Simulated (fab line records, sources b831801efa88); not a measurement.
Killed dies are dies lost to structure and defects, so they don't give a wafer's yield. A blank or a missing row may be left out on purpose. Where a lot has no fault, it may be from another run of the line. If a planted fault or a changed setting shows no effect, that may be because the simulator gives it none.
The tool behind it: which one? + flow gf180mcu + 13 lots, 39 wafers sampled, at 4 steps of a route of 602

== WHAT THE GAUGES SHOWED, per wafer ==
GF_PASSIVATION_THK_MEAS_03. Usual: PASSIVATION_CVD_02_THK 697 nm, standard deviation 8.1.
| lot  | measured     | on            | PASSIVATION_CVD_02_THK (nm) | flag |
|------|--------------|---------------|-----------------------------|------|
| L756 | day 28 02:25 | film-metro-04 | 692 692 703                 |      |
| L757 | day 28 11:52 | film-metro-04 | 699 702 713                 |      |
| L758 | day 28 19:26 | film-metro-01 | 684 696 695                 |      |
| L760 | day 29 11:52 | film-metro-04 | 698 702 693                 |      |
| L766 | day 31 07:18 | film-metro-02 | 693 697 693                 |      |
| L769 | day 32 00:00 | film-metro-02 | 691 695 694                 |      |
| L770 | day 32 06:36 | film-metro-02 | 693 698 697                 |      |
| L772 | day 32 19:04 | film-metro-01 | 700 701 701                 |      |
| L773 | day 33 01:54 | film-metro-01 | 698 705 706                 |      |
| L775 | day 33 10:25 | film-metro-04 | 693 709 702                 |      |
| L774 | day 33 12:12 | film-metro-02 | 690 703 705                 |      |
| L776 | day 33 13:47 | film-metro-01 | 687 694 703                 |      |
| L778 | day 34 02:01 | film-metro-01 | 697 696 696                 |      |

GF_PASSIVATION_BOW_MEAS_14. Usual: PASSIVATION_BOW 136 um, standard deviation 9.8.
| lot  | measured     | on            | PASSIVATION_BOW (um) | flag |
|------|--------------|---------------|----------------------|------|
| L756 | day 28 23:31 | film-metro-01 | 147 153 144          |      |
| L757 | day 29 08:37 | film-metro-04 | 148 144 142          |      |
| L758 | day 29 15:55 | film-metro-01 | 135 134 140          |      |
| L760 | day 30 08:16 | film-metro-04 | 125 120 112          |      |
| L766 | day 32 02:19 | film-metro-02 | 141 154 137          |      |
| L769 | day 32 18:17 | film-metro-04 | 142 145 139          |      |
| L770 | day 33 00:47 | film-metro-01 | 151 122 135          |      |
| L772 | day 33 12:20 | film-metro-02 | 145 154 157          |      |
| L773 | day 33 19:16 | film-metro-01 | 140 141 128          |      |
| L775 | day 34 03:29 | film-metro-01 | 132 150 131          |      |
| L774 | day 34 05:17 | film-metro-02 | 129 126 133          |      |
| L776 | day 34 07:11 | film-metro-04 | 128 129 129          |      |
| L778 | day 34 18:55 | film-metro-04 | 140 147 138          |      |

== EACH LOT AND THE TOOL THAT RAN IT (in order: tool; ch and the chambers of the sampled wafers; start) ==
| lot  | GF_MIM_SPUTTER_07            | GF_V5_CMP_04                  |
|------|------------------------------|-------------------------------|
| L756 | pvd-sputter-02, day 24 08:51 | cmp-01 ch 0,1,3, day 26 05:47 |
| L757 | pvd-sputter-03, day 24 19:43 | cmp-01 ch 0,2,3, day 26 16:19 |
| L758 | pvd-sputter-03, day 25 04:47 | cmp-01 ch 0,1,3, day 27 00:30 |
| L760 | pvd-sputter-03, day 26 00:34 | cmp-01 ch 0,2,3, day 27 18:00 |
| L766 | pvd-sputter-03, day 27 22:30 | cmp-02 ch 0,2,3, day 29 15:22 |
| L769 | pvd-sputter-01, day 28 17:28 | cmp-02 ch 1,2, day 30 08:52   |
| L770 | pvd-sputter-01, day 29 00:35 | cmp-01 ch 2,3, day 30 15:37   |
| L772 | pvd-sputter-01, day 29 16:01 | cmp-01 ch 0,2,3, day 31 06:13 |
| L773 | pvd-sputter-01, day 29 22:23 | cmp-02 ch 1,2, day 31 13:17   |
| L775 | pvd-sputter-01, day 30 10:01 | cmp-01 ch 1,2,3, day 31 22:34 |
| L774 | pvd-sputter-02, day 30 11:28 | cmp-01 ch 1,3, day 32 00:05   |
| L776 | pvd-sputter-02, day 30 14:46 | cmp-01 ch 0,3, day 32 02:54   |
| L778 | pvd-sputter-01, day 31 03:37 | cmp-02 ch 1,2,3, day 32 15:37 |
- GF_MIM_SPUTTER_07: material TiN, target thk 60 nm, time 50 s.
- GF_V5_CMP_04: polishes SiO2.

== WHAT THE TOOLS THEMSELVES READ (means of the sampled wafers that have a number; where no wafer has one, the mark that the record gives instead) ==
GF_MIM_SPUTTER_07. Usual: 29.6 % for throttle-valve-pct, sd 1.
| lot  | tool           | throttle-valve-pct (%) | flag |
|------|----------------|------------------------|------|
| L756 | pvd-sputter-02 | 30.4                   |      |
| L757 | pvd-sputter-03 | 29.3                   |      |
| L758 | pvd-sputter-03 | 29.7                   |      |
| L760 | pvd-sputter-03 | 29.7                   |      |
| L766 | pvd-sputter-03 | 29.3                   |      |
| L769 | pvd-sputter-01 | 29.7                   |      |
| L770 | pvd-sputter-01 | 30.1                   |      |
| L772 | pvd-sputter-01 | 29.2                   |      |
| L773 | pvd-sputter-01 | 29.4                   |      |
| L775 | pvd-sputter-01 | 29.7                   |      |
| L774 | pvd-sputter-02 | 29.4                   |      |
| L776 | pvd-sputter-02 | 28.2                   |      |
| L778 | pvd-sputter-01 | 30.3                   |      |

GF_V5_CMP_04. Usual: 12.1 A for motor-current-A, sd 1.8.
| lot  | tool   | motor-current-A (A) | flag |
|------|--------|---------------------|------|
| L756 | cmp-01 | 11.3                |      |
| L757 | cmp-01 | 11.3                |      |
| L758 | cmp-01 | 11.3                |      |
| L760 | cmp-01 | 11.2                |      |
| L766 | cmp-02 | 12.1                |      |
| L769 | cmp-02 | 14.7                |      |
| L770 | cmp-01 | 11.0                |      |
| L772 | cmp-01 | 11.3                |      |
| L773 | cmp-02 | 15.1                |      |
| L775 | cmp-01 | 11.7                |      |
| L774 | cmp-01 | 11.3                |      |
| L776 | cmp-01 | 10.9                |      |
| L778 | cmp-02 | 13.8                |      |

== THE ANSWER, worked out from the rows above alone ==
Rule: a lot is off if the mean of its wafers that have a number lies more than 3 standard deviations from the usual mean. Also off: a lot with no number at a reading for which 4 or more lots have one. Any other lot the step has rows for is counted as sound. After the gauges, taken in route order, come the tools' own readings; for these a lot's mean is taken, as printed above. The first step at which some lot is off is used, and at that step the reading that is off furthest; a lot without a number counts as furthest.
No lot is off on any of the readings shown, so nothing can be concluded from this.

== WHAT HAD BEEN PUT IN BY THE SIMULATOR ==
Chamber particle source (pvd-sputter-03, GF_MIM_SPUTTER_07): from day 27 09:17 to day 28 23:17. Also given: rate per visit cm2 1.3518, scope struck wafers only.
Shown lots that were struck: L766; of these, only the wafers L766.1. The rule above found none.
